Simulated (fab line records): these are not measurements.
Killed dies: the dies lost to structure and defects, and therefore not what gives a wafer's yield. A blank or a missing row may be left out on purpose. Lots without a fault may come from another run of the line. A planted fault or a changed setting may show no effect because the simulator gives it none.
Code-filled problem report in 8D (eight disciplines) form | flow gf180mcu | the parts of the form that need people (team, actions taken, sign-off) are left out

1. WHAT IS WRONG
V4_CVD_00_THK at GF_V4_THK_MEAS_01 reads a mean of 295 nm on 2 wafers of 1 lot; wafers without a fault read 595 nm with a standard deviation of 5.4. Relative to the usual mean, that is a shift of -56 standard deviations.
Seen first at day 26 12:58 on filmMetro-02, wafer L326.1. At this step, 36 wafers from 12 lots have a number in the record. Rule for "out", or "out of limits": more than 4 standard deviations from the usual mean. All remaining wafers that have a number are taken as sound.

2. WHAT IT IS, AND WHAT IT ISN'T
question                    | is                | is not
which readings at this step | V4_CVD_00_THK     | -
which lots                  | L326              | L317, L318, L321, L322, L323, L324, L325, L332, L337, L339, L340
which wafers of those lots  | L326.1, L326.6    | L326.5
read on which gauges        | filmMetro-02      | filmMetro-01, filmMetro-03
when                        | from day 26 12:58 | up to then (22 sound wafers); but 12 sound wafers of L332, L337, L339, L340 came after

3. THE SUSPECTS, EACH WITH WHAT RULES IT OUT
Counting: if a tool at a process step up to the reading ran every lot that is out, it stays a suspect. Sound lots after the first of them don't rule it out here, since some wafers of a struck lot are sound.
- the gauge at GF_V4_THK_MEAS_01 is ruled out. All the wafers that are out were read on filmMetro-02, but those of them that GF_V4_CVD_00 has rows for are out there too, on other tools.
- plasmaAsher-03 at GF_V3_STRIP_18 (strips in O2/N2): kept. The lot that is out, L326, ran on it at day 25 14:11; the last sound lot it ran before that was L318, at day 22 21:03.
- hdpcvd-02 at GF_V4_CVD_00 (deposits SiO2, target thk 600 nm, time 100 s): kept. The lot that is out, L326, ran on it at day 26 12:53; the last sound lot it ran before that was L325, at day 26 10:41. Its own sih4FlowSccm readings are out on those wafers.
- Within plasmaAsher-03 at GF_V3_STRIP_18: the wafers that are out ran in chamber 0; their sound lot-mates ran in chamber 1.
- Within hdpcvd-02 at GF_V4_CVD_00: the wafers that are out ran in chamber 0; their sound lot-mates ran in chamber 2.
Left after counting: plasmaAsher-03 at GF_V3_STRIP_18, hdpcvd-02 at GF_V4_CVD_00.

4. THE CAUSE (what the simulator had put in)
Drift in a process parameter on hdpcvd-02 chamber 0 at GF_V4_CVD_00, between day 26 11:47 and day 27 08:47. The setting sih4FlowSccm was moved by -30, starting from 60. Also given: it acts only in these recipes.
2 suspects survive the count, and this tool is in that group.

5. THE EFFECT CHAIN, in route order
Each row: a reading whose mean over the struck wafers that have a number lies more than 3 standard deviations from the usual. Only readings whose record carries a usual standard deviation are examined. hours: median over the lots of the time between each lot's start at the first step of this table that gives one and its start at this step. sigmas: the change, counted in usual standard deviations.
hours | step              | reading       | usual      | on struck wafers | change | sigmas
0     | GF_V4_CVD_00      | sih4FlowSccm  | 60.00 sccm | 29.87            | -30.13 | -99 or more
0     | GF_V4_THK_MEAS_01 | V4_CVD_00_THK | 595 nm     | 295              | -300   | -56
Here are the process steps it includes:
- GF_V4_CVD_00: deposits SiO2, target thk 600 nm, time 100 s.

6. HOW IT WOULD HAVE BEEN CAUGHT EARLIER
In this record the first reading out of limits at a measuring or inspecting step was taken at day 26 12:58, 1 hour after the fault began at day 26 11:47.
Tool's own readings at GF_V4_CVD_00, sih4FlowSccm: out on all struck wafers the step has rows for; an alarm limit on them would have tripped on the first.
All the lots that are out (1) had begun GF_V4_CVD_00 on hdpcvd-02 by day 26 12:58. Had the tool been put on hold then, not one of them would have been saved.
